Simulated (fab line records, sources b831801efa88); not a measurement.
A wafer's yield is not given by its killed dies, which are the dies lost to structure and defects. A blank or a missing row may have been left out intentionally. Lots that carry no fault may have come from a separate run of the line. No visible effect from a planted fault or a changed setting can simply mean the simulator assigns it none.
Matching of chambers :: flow gf180mcu :: GF_V2_CMP_26 on cmp-02: 4 sister chambers
The step polishes, stops on SiO2, t overpolish 15 s, target thk 0 nm. 14 wafers are shown with their chamber, then 7 later ones without.

WAFERS PAIRED WITH THEIR CHAMBERS
wafer: L880.2
chamber: 1
motor-current-A (A): 11.4
edge-zone-pressure-frac: 0.999
time-to-endpoint-s (s): 84

wafer: L880.4
chamber: 3
motor-current-A (A): 10.5
edge-zone-pressure-frac: 0.999
time-to-endpoint-s (s): 87

wafer: L880.6
chamber: 1
motor-current-A (A): 11.1
edge-zone-pressure-frac: 1.002
time-to-endpoint-s (s): 85

wafer: L883.1
chamber: 2
motor-current-A (A): 13.1
edge-zone-pressure-frac: 0.996
time-to-endpoint-s (s): 81

wafer: L883.3
chamber: 0
motor-current-A (A): 11.0
edge-zone-pressure-frac: 0.989
time-to-endpoint-s (s): 81

wafer: L883.5
chamber: 0
motor-current-A (A): 10.8
edge-zone-pressure-frac: 1.000
time-to-endpoint-s (s): 80

wafer: L890.2
chamber: 3
motor-current-A (A): 9.7
edge-zone-pressure-frac: 0.996
time-to-endpoint-s (s): 89

wafer: L890.3
chamber: 0
motor-current-A (A): 11.6
edge-zone-pressure-frac: 1.000
time-to-endpoint-s (s): 86

wafer: L890.4
chamber: 2
motor-current-A (A): 11.9
edge-zone-pressure-frac: 1.000
time-to-endpoint-s (s): 86

wafer: L898.1
chamber: 2
motor-current-A (A): 11.8
edge-zone-pressure-frac: 0.999
time-to-endpoint-s (s): 89

wafer: L898.2
chamber: 3
motor-current-A (A): 9.7
edge-zone-pressure-frac: 0.994
time-to-endpoint-s (s): 87

wafer: L898.6
chamber: 1
motor-current-A (A): 11.9
edge-zone-pressure-frac: 1.002
time-to-endpoint-s (s): 86

wafer: L899.1
chamber: 0
motor-current-A (A): 11.5
edge-zone-pressure-frac: 0.996
time-to-endpoint-s (s): 89

wafer: L899.2
chamber: 1
motor-current-A (A): 10.9
edge-zone-pressure-frac: 1.000
time-to-endpoint-s (s): 93

SIGNATURES, as means of the wafers listed above
reading: motor-current-A
chamber 0: 11.225
chamber 1: 11.325
chamber 2: 12.267
chamber 3: 9.967
scatter within a chamber: 0.499

reading: edge-zone-pressure-frac
chamber 0: 0.99625
chamber 1: 1.00075
chamber 2: 0.99833
chamber 3: 0.99633
scatter within a chamber: 0.0033

reading: time-to-endpoint-s
chamber 0: 84.00
chamber 1: 87.00
chamber 2: 85.33
chamber 3: 87.67
scatter within a chamber: 3.73
Rule: distance of a wafer from a chamber = root of the sum over the readings of ((wafer's reading minus chamber's mean) / reading's scatter) squared. The wafer belongs to the nearest chamber; if the next one is less than 2 further off, it can't be placed. The scatter: the root of (the sum of the squares of (reading less its chamber's mean) over the shown wafers, divided by (wafers less chambers)).

WAFERS WITHOUT THEIR CHAMBER
wafer: L899.5
motor-current-A (A): 11.4
edge-zone-pressure-frac: 1.001
time-to-endpoint-s (s): 87

wafer: L901.1
motor-current-A (A): 12.4
edge-zone-pressure-frac: 0.990
time-to-endpoint-s (s): 88

wafer: L901.3
motor-current-A (A): 11.9
edge-zone-pressure-frac: 1.004
time-to-endpoint-s (s): 84

wafer: L901.4
motor-current-A (A): 9.8
edge-zone-pressure-frac: 0.998
time-to-endpoint-s (s): 86

wafer: L902.1
motor-current-A (A): 10.7
edge-zone-pressure-frac: 0.998
time-to-endpoint-s (s): 87

wafer: L902.5
motor-current-A (A): 10.7
edge-zone-pressure-frac: 1.000
time-to-endpoint-s (s): 88

wafer: L902.6
motor-current-A (A): 10.9
edge-zone-pressure-frac: 0.994
time-to-endpoint-s (s): 82

WHICH CHAMBER EACH ONE RAN IN
wafer: L899.5
from the rows above: can't be placed: 1 or 0 or 2
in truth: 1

wafer: L901.1
from the rows above: can't be placed: 2 or 0 or 1
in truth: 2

wafer: L901.3
from the rows above: can't be placed: 1 or 2 or 0
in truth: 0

wafer: L901.4
from the rows above: 3
in truth: 3

wafer: L902.1
from the rows above: can't be placed: 0 or 1 or 3 or 2
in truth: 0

wafer: L902.5
from the rows above: can't be placed: 1 or 3 or 0 or 2
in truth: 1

wafer: L902.6
from the rows above: can't be placed: 0 or 3 or 1
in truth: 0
Correctly placed: 1 of 7. These rows do not allow placing 6 (true chamber among the candidates in 6). 0 placed wrongly.
